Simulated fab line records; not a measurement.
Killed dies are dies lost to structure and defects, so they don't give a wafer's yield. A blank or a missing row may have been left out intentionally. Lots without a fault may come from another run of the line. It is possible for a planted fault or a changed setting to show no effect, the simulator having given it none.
Problem report, 8D (eight disciplines) form, completed by code | flow sky130 | the parts of the form that need people (team, actions taken, sign-off) are left out

== 1. THE ISSUE ==
Wafers without a fault read 891 W, standard deviation 3.3; rf-fwd-power-W at SKY_CAP2M_METAL_ETCH_13 reads a mean of 746 W on 6 wafers belonging to 2 lots. That is -44 standard deviations from the usual mean.
The step: etches TiN in Cl2/BCl3, stops on SiO2, target depth 220 nm, time 62.9 s.
The first sign was on wafer L724.1 at day 45 15:54, on rie-metal-04. The record has a number at this step for 33 wafers belonging to 11 lots. Rule for "out", or "out of limits": more than 4 standard deviations from the usual mean. The rest of the wafers with a number are treated as sound.

== 2. WHAT IT IS; WHAT IT IS NOT ==
question                    | is                     | is not
which readings at this step | rf-fwd-power-W         | drypump-motor-current-A
which lots                  | L724, L725             | L707, L708, L711, L712, L717, L722, L723, L727, L728
which wafers of those lots  | all that have a number | -
read on which tools         | rie-metal-04           | rie-metal-01, rie-metal-02
when                        | from day 45 15:54      | up to then (21 sound wafers); but 6 sound wafers of L727, L728 came after

== 3. SUSPECTS, AND WHAT RULES EACH OUT ==
Counting: any tool at a process step up to the reading is kept as a suspect provided that every lot that is out went through it and no sound lot did after the first of them.
- rie-metal-04 at SKY_CAP2M_METAL_ETCH_13 (etches TiN in Cl2/BCl3, stops on SiO2, target depth 220 nm, time 62.9 s): kept. It processed each lot that is out, first L724 at day 45 15:54, and no sound lot thereafter; up to then, the last sound lot it processed was L722 at day 45 10:48. On those wafers its own readings are out: rf-fwd-power-W.
After counting, what remains is rie-metal-04 at SKY_CAP2M_METAL_ETCH_13.

== 4. THE CAUSE (what the simulator had put in) ==
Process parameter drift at SKY_CAP2M_METAL_ETCH_13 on rie-metal-04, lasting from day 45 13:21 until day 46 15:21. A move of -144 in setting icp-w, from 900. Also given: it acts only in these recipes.
Only this tool survived the counting.

== 5. THE EFFECT CHAIN, in route order ==
Rows list readings where the struck wafers' mean (over those with a number) sits beyond 3 standard deviations from the usual. Only readings for which the record gives a usual standard deviation are gone through. hours: the time from each lot's start at the first step in this table that gives one to its start at this step, as a median over the lots. sigmas: the change in usual standard deviations.
hours | step                    | reading                  | usual      | on struck wafers | change | sigmas
0     | SKY_CAP2M_METAL_ETCH_13 | oes-product-au           | 0.942 a.u. | 0.918            | -0.024 | -3.9
0     | SKY_CAP2M_METAL_ETCH_13 | rf-fwd-power-W           | 891 W      | 746              | -145   | -44
0     | SKY_CAP2M_STRIP_14      | strip-time-to-endpoint-s | 12.63 s    | 12.80            | +0.17  | +4.3
104   | SKY_PAD_OPEN_PROBE_99   | defect-limited-yield     | 82.6 %     | 6.0              | -76.6  | -40
104   | SKY_PAD_OPEN_PROBE_99   | killed-at-other          | 0.4        | 379.0            | +378.6 | +99 or more
104   | SKY_PAD_OPEN_PROBE_99   | killed-dies              | 86         | 462              | +376   | +41
104   | SKY_PAD_OPEN_PROBE_99   | killed-on-rim            | 17         | 77               | +60    | +17
Process steps it contains:
- SKY_CAP2M_METAL_ETCH_13: etches TiN in Cl2/BCl3, stops on SiO2, target depth 220 nm, time 62.9 s.
- SKY_CAP2M_STRIP_14: strips in O2/N2.
- SKY_PAD_OPEN_PROBE_99

== 6. HOW IT WOULD HAVE BEEN CAUGHT EARLIER ==
In this record the first reading out of limits was taken at day 45 15:54, 3 hours after the fault began at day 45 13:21.
